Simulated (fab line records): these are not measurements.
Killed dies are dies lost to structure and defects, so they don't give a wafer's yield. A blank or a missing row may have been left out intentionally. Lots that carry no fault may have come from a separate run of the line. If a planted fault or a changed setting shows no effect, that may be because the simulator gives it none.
2 desks looking at one fault || flow gf180mcu || numbers are kept per desk, each desk with only its own; the story behind them comes last

## METROLOGY DESK
Lot by lot, what the gauges showed, no matter which tool ran the lot: averages of those sampled wafers that carry a number. The brackets show how far a lot's mean lies from the usual mean; more than 4 standard deviations puts the lot out of limits, marked OUT.
Columns: A = PSD_OVL at GF_PSD_OVL_MEAS_08, usual 0.7 nm
{"lot": "L710", "first seen here": "day 14 08:16", "A": 0.4}
{"lot": "L712", "first seen here": "day 15 02:53", "A": -0.3}
{"lot": "L713", "first seen here": "day 15 10:41", "A": 1.0}
{"lot": "L715", "first seen here": "day 15 21:59", "A": 0.3}
{"lot": "L717", "first seen here": "day 16 16:20", "A": -2.1}
{"lot": "L718", "first seen here": "day 17 04:20", "A": 1.2}
{"lot": "L724", "first seen here": "day 19 02:13", "A": 0.9}
{"lot": "L727", "first seen here": "day 20 05:41", "A": 1.2}
{"lot": "L728", "first seen here": "day 20 10:19", "A": 1.6}
{"lot": "L729", "first seen here": "day 20 17:32", "A": -0.4}
{"lot": "L730", "first seen here": "day 21 03:56", "A": 0.0}
{"lot": "L731", "first seen here": "day 21 13:26", "A": 1.0}
{"lot": "L732", "first seen here": "day 21 19:22", "A": 2.7}
{"lot": "L733", "first seen here": "day 22 08:55", "A": 1.0}
This desk found nothing out of limits on any of the 14 lots.

## DESK OF THE TOOL OWNER: wet_bench-03
The tool's own readings at GF_SAB_WET_ETCH_12 (etches SiO2 in dHF, target depth 22 nm, time 440 s): means of the sampled wafers that have a number, for each lot that ran on this tool. The brackets show how far a lot's mean lies from the usual mean; more than 4 standard deviations puts the lot out of limits, marked OUT.
Columns: A = bath_heat_duty_pct at GF_SAB_WET_ETCH_12, usual 6.3 %; B = temp_c at GF_SAB_WET_ETCH_12, usual 25.02 C
{"lot": "L715", "first seen here": "day 16 20:31", "A": 6.4, "B": 25.04}
{"lot": "L717", "first seen here": "day 17 15:37", "A": 6.2, "B": 24.59}
{"lot": "L718", "first seen here": "day 18 03:58", "A": 5.8, "B": 24.69}
{"lot": "L730", "first seen here": "day 22 04:50", "A": 6.6, "B": 24.83}
{"lot": "L731", "first seen here": "day 22 13:23", "A": 5.8, "B": 25.05}
{"lot": "L733", "first seen here": "day 23 08:51", "A": 6.5, "B": 25.16}
This desk found nothing out of limits on any of the 6 lots.

## TAKEN TOGETHER
From the metrology desk's view, nothing was out of limits.
Nothing out of limits was seen by the tool owner's desk.

## WHAT WAS PUT IN BY THE SIMULATOR
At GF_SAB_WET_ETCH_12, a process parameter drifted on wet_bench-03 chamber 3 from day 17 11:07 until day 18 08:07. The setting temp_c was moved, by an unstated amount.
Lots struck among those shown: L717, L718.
